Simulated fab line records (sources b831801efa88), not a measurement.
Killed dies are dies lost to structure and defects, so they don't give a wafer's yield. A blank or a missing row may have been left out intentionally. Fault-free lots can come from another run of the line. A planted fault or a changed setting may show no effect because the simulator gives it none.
Which tool is to blame? + flow sky130 + 11 lots, 33 wafers sampled, at 4 steps of a route of 708

## WHAT THE GAUGES READ, wafer by wafer
SKY_CAPM_RS_MEAS_03: uses a four-point probe to measure. Usual: CAPM_TIN_RS typically reads 6.92 ohm/sq, with standard deviation 0.077.
| lot  | measured     | on           | CAPM_TIN_RS (ohm/sq) | flag |
|------|--------------|--------------|----------------------|------|
| L508 | day 37 00:20 | filmMetro-01 | 6.86 6.88 6.88       |      |
| L518 | day 40 05:19 | filmMetro-01 | 6.82 6.82 6.78       |      |
| L520 | day 41 02:03 | filmMetro-02 | 6.84 6.87 6.86       |      |
| L521 | day 41 03:30 | filmMetro-03 | 7.01 7.03 7.00       |      |
| L523 | day 41 17:57 | filmMetro-01 | 6.99 6.93 6.94       |      |
| L525 | day 41 22:59 | filmMetro-02 | 6.97 6.90 6.89       |      |
| L526 | day 42 10:53 | filmMetro-01 | 7.05 7.02 7.06       |      |
| L527 | day 42 16:13 | filmMetro-01 | 6.91 6.89 6.94       |      |
| L528 | day 43 04:21 | filmMetro-02 | 6.92 6.91 6.87       |      |
| L529 | day 43 09:40 | filmMetro-03 | 6.81 6.79 6.86       |      |
| L530 | day 43 12:15 | filmMetro-01 | 6.98 6.95 6.99       |      |

## EACH LOT AND THE TOOL THAT RAN IT (in order: tool; ch and the chambers of the sampled wafers; start)
| lot  | SKY_METAL2_DESCUM_17             | SKY_VIA2_STRIP_16                   | SKY_METAL3_SPUTTER_04       |
|------|----------------------------------|-------------------------------------|-----------------------------|
| L508 | rieMetal-04 ch 0,1, day 35 19:25 | plasmaAsher-01 ch 0,1, day 36 22:41 | pvdSputter-01, day 37 00:05 |
| L518 | rieMetal-04 ch 0,1, day 39 01:23 | plasmaAsher-02 ch 0,1, day 40 03:41 | pvdSputter-01, day 40 05:04 |
| L520 | rieMetal-01 ch 0, day 39 22:18   | plasmaAsher-01 ch 0,1, day 41 00:23 | pvdSputter-02, day 41 01:47 |
| L521 | rieMetal-04 ch 0,1, day 39 23:45 | plasmaAsher-01 ch 0,1, day 41 01:53 | pvdSputter-02, day 41 03:16 |
| L523 | rieMetal-01 ch 0,1, day 40 14:29 | plasmaAsher-01 ch 0,1, day 41 16:19 | pvdSputter-02, day 41 17:39 |
| L525 | rieMetal-04 ch 0,1, day 40 19:11 | plasmaAsher-04 ch 0,1, day 41 21:22 | pvdSputter-04, day 41 22:42 |
| L526 | rieMetal-02 ch 0, day 41 08:56   | plasmaAsher-02 ch 0,1, day 42 09:14 | pvdSputter-02, day 42 10:37 |
| L527 | rieMetal-01 ch 0,1, day 41 13:15 | plasmaAsher-02 ch 0,1, day 42 14:32 | pvdSputter-04, day 42 15:56 |
| L528 | rieMetal-02 ch 0,1, day 42 01:37 | plasmaAsher-02 ch 0,1, day 43 02:44 | pvdSputter-01, day 43 04:07 |
| L529 | rieMetal-01 ch 0,1, day 42 06:37 | plasmaAsher-04 ch 0,1, day 43 07:55 | pvdSputter-04, day 43 09:23 |
| L530 | rieMetal-02 ch 0,1, day 42 09:26 | plasmaAsher-02 ch 1, day 43 10:38   | pvdSputter-02, day 43 12:01 |
- SKY_METAL2_DESCUM_17: chemistry O2, time 8 s.
- SKY_VIA2_STRIP_16: strips in O2/N2.
- SKY_METAL3_SPUTTER_04: material TiN, target thk 70 nm, time 58.3 s.

## AS READ BY THE TOOLS THEMSELVES (means over the sampled wafers that have a number; for cases with no such wafer, the mark the record gives instead)
SKY_METAL2_DESCUM_17. Usual: chamberPressureMTorr 10.000 mTorr, standard deviation 0.0092; drypumpMotorCurrentA 6.0 A, standard deviation 0.4; oesProductAu 0.998 a.u., standard deviation 0.0095.
| lot  | tool        | chamberPressureMTorr (mTorr) | drypumpMotorCurrentA (A) | oesProductAu (a.u.) | flag |
|------|-------------|------------------------------|--------------------------|---------------------|------|
| L508 | rieMetal-04 | 10.007                       | 6.0                      | 1.002               |      |
| L518 | rieMetal-04 | 10.003                       | 6.0                      | 1.009               |      |
| L520 | rieMetal-01 | 9.996                        | 6.4                      | 0.990               |      |
| L521 | rieMetal-04 | 9.997                        | 6.0                      | 1.010               |      |
| L523 | rieMetal-01 | 10.005                       | 5.7                      | 0.990               |      |
| L525 | rieMetal-04 | 10.002                       | 5.9                      | 1.008               |      |
| L526 | rieMetal-02 | 9.985                        | 6.3                      | 0.996               |      |
| L527 | rieMetal-01 | 10.005                       | 5.7                      | 0.991               |      |
| L528 | rieMetal-02 | 10.002                       | 5.8                      | 0.997               |      |
| L529 | rieMetal-01 | 10.011                       | 5.7                      | 0.990               |      |
| L530 | rieMetal-02 | 9.998                        | 6.0                      | 0.994               |      |

SKY_VIA2_STRIP_16. Usual: chamberPressureMTorr 1499.9 mTorr, standard deviation 1.4; drypumpMotorCurrentA 5.59 A, standard deviation 0.28; oesProductAu 0.399 a.u., standard deviation 0.0047; stripTimeToEndpointS 4.053 s, standard deviation 0.021.
| lot  | tool           | chamberPressureMTorr (mTorr) | drypumpMotorCurrentA (A) | oesProductAu (a.u.) | stripTimeToEndpointS (s) | flag |
|------|----------------|------------------------------|--------------------------|---------------------|--------------------------|------|
| L508 | plasmaAsher-01 | 1500.8                       | 5.57                     | 0.399               | 4.047                    |      |
| L518 | plasmaAsher-02 | 1499.9                       | 5.44                     | 0.400               | 4.066                    |      |
| L520 | plasmaAsher-01 | 1500.8                       | 5.57                     | 0.399               | 4.068                    |      |
| L521 | plasmaAsher-01 | 1500.8                       | 5.67                     | 0.394               | 4.042                    |      |
| L523 | plasmaAsher-01 | 1499.8                       | 5.57                     | 0.402               | 4.069                    |      |
| L525 | plasmaAsher-04 | 1500.5                       | 5.52                     | 0.401               | 4.061                    |      |
| L526 | plasmaAsher-02 | 1498.5                       | 5.45                     | 0.399               | 4.059                    |      |
| L527 | plasmaAsher-02 | 1502.2                       | 5.69                     | 0.404               | 4.036                    |      |
| L528 | plasmaAsher-02 | 1498.1                       | 5.67                     | 0.400               | 4.026                    |      |
| L529 | plasmaAsher-04 | 1499.7                       | 5.55                     | 0.403               | 4.062                    |      |
| L530 | plasmaAsher-02 | 1501.8                       | 5.93                     | 0.396               | 4.046                    |      |

SKY_METAL3_SPUTTER_04. Usual: cathodeDcPowerW 6500.0 W, standard deviation 1.3; chamberPressurePa 0.4000 Pa, standard deviation 0.00085; throttleValvePct 30.4 %, standard deviation 0.89.
| lot  | tool          | cathodeDcPowerW (W) | chamberPressurePa (Pa) | throttleValvePct (%) | flag |
|------|---------------|---------------------|------------------------|----------------------|------|
| L508 | pvdSputter-01 | 6500.5              | 0.3994                 | 29.8                 |      |
| L518 | pvdSputter-01 | 6499.7              | 0.4165                 | 29.8                 | OFF  |
| L520 | pvdSputter-02 | 6500.2              | 0.4005                 | 30.1                 |      |
| L521 | pvdSputter-02 | 6500.0              | 0.4009                 | 30.7                 |      |
| L523 | pvdSputter-02 | 6500.2              | 0.4002                 | 30.4                 |      |
| L525 | pvdSputter-04 | 6498.7              | 0.4000                 | 31.0                 |      |
| L526 | pvdSputter-02 | 6499.2              | 0.4000                 | 30.3                 |      |
| L527 | pvdSputter-04 | 6500.9              | 0.4001                 | 29.2                 |      |
| L528 | pvdSputter-01 | 6500.6              | 0.3999                 | 30.7                 |      |
| L529 | pvdSputter-04 | 6499.3              | 0.4002                 | 30.1                 |      |
| L530 | pvdSputter-02 | 6499.4              | 0.4005                 | 30.2                 |      |

## THE ANSWER, worked out from the rows above alone
Rule: lot off if the mean of its wafers having a number is beyond 3 standard deviations from the usual mean. Also off: a lot with no number at a reading for which 4 or more lots have one. All remaining lots with rows at the step are treated as sound. Order of review: gauges by route order, followed by the tools' own readings, for which a lot's mean as printed above is used. The first step at which some lot is off is used, and at that step the reading that is off furthest; a lot without a number counts as furthest.
Off: L518 (SKY_METAL3_SPUTTER_04, chamberPressurePa).
If a tool, at that step or one of the process steps before it, ran each lot that is off and ran no sound lot following the first of them, it fits. Of those tried, none fits.

## WHAT HAD BEEN PUT IN BY THE SIMULATOR
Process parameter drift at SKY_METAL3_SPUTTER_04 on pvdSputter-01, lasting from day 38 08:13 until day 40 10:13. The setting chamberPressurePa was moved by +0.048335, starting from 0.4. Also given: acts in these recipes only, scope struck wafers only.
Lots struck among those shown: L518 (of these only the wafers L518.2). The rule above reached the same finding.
